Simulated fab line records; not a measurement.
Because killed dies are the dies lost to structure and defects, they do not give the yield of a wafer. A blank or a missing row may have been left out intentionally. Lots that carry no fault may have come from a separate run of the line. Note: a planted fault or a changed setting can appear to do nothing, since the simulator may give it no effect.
A single fault, viewed from 2 desks | flow gf180mcu | what lay behind the numbers comes last; until then each desk has only its own

== METROLOGY DESK ==
Lot by lot, what the gauges showed, no matter which tool ran the lot: averages of those sampled wafers that carry a number. Any lot whose mean is over 4 standard deviations away from the usual mean is out of limits and marked OUT; that distance is given in the brackets.
Columns: A = STI_OXIDATION_02_THK at GF_STI_THK_MEAS_30, usual 9.90 nm; B = HV_LDD_OVL at GF_HV_LDD_OVL_MEAS_08, usual 0.1 nm
lot  | first seen here | A     | B
L538 | day 3 01:44     | 9.73  | 1.6
L536 | day 3 01:47     | 9.62  | 3.6
L541 | day 3 09:07     | 10.10 | -1.1
L544 | day 3 22:02     | 9.97  | 0.9
L546 | day 4 08:42     | 10.16 | -0.0
L547 | day 4 13:15     | 9.83  | 1.6
L551 | day 5 11:05     | 9.65  | -0.1
L553 | day 5 20:11     | 9.77  | 1.0
L554 | day 6 00:37     | 9.90  | -0.2
L555 | day 6 05:31     | 9.98  | 1.7
L556 | day 6 13:28     | 10.14 | -2.7
L558 | day 6 22:55     | 9.77  | -0.2
L559 | day 7 03:33     | 10.04 | 1.0
This desk's finding: nothing out of limits on any of the 13 lots.

== DESK OF THE TOOL OWNER: rieMetal-04 ==
The tool's own readings at GF_M2_METAL_ETCH_16 (etches the open film in Cl2/BCl3, stops on SiO2, target depth 750.8 nm, time 125.1 s): means of the sampled wafers that have a number, for each lot that ran on this tool. Any lot whose mean is over 4 standard deviations away from the usual mean is out of limits and marked OUT; that distance is given in the brackets.
Columns: A = drypumpMotorCurrentA at GF_M2_METAL_ETCH_16, usual 6.2 A; B = heBacksideLeakSccm at GF_M2_METAL_ETCH_16, usual 3.4 sccm; C = oesProductAu at GF_M2_METAL_ETCH_16, usual 0.989 a.u.; D = runLengthS at GF_M2_METAL_ETCH_16, usual 153.3 s; E = throttleValvePct at GF_M2_METAL_ETCH_16, usual 28.232 %
lot  | first seen here | A   | B   | C     | D                | E
L538 | day 20 03:02    | 6.6 | 3.4 | 0.987 | 152.9            | 28.249
L541 | day 20 10:05    | 6.6 | 3.4 | 0.987 | 153.2            | 28.239
L544 | day 21 06:29    | 6.2 | 3.3 | 0.976 | 156.6 (+10) OUT  | 28.237
L546 | day 22 00:53    | 6.2 | 3.2 | 0.982 | 156.8 (+11) OUT  | 28.262
L547 | day 22 08:44    | 6.5 | 3.4 | 0.979 | 155.3 (+6.1) OUT | 28.244
L559 | day 26 12:34    | 5.9 | 2.8 | 0.988 | 153.4            | 28.236
This desk's verdict: out of limits on L544, L546, L547, starting with L544 at day 21 06:29 (runLengthS at GF_M2_METAL_ETCH_16). L538, L541, L559: within limits.

== TAKEN TOGETHER ==
On L544, L546, L547, at day 21 06:29, an alarm was possible from the tool owner's desk.
From the metrology desk's view, nothing was out of limits.
The metrology desk holds a record of L544, L546, L547, inside its limits.
All the named lots went through GF_M2_METAL_ETCH_16 on rieMetal-04.

== WHAT WAS PUT IN BY THE SIMULATOR ==
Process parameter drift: rieMetal-04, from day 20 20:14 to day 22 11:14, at GF_M2_METAL_ETCH_16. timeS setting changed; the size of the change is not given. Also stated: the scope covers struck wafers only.
Lots struck among those shown: L544, L546, L547.
Time in hours from fault onset to the first out-of-limits reading at each desk: the tool owner's desk, 10.
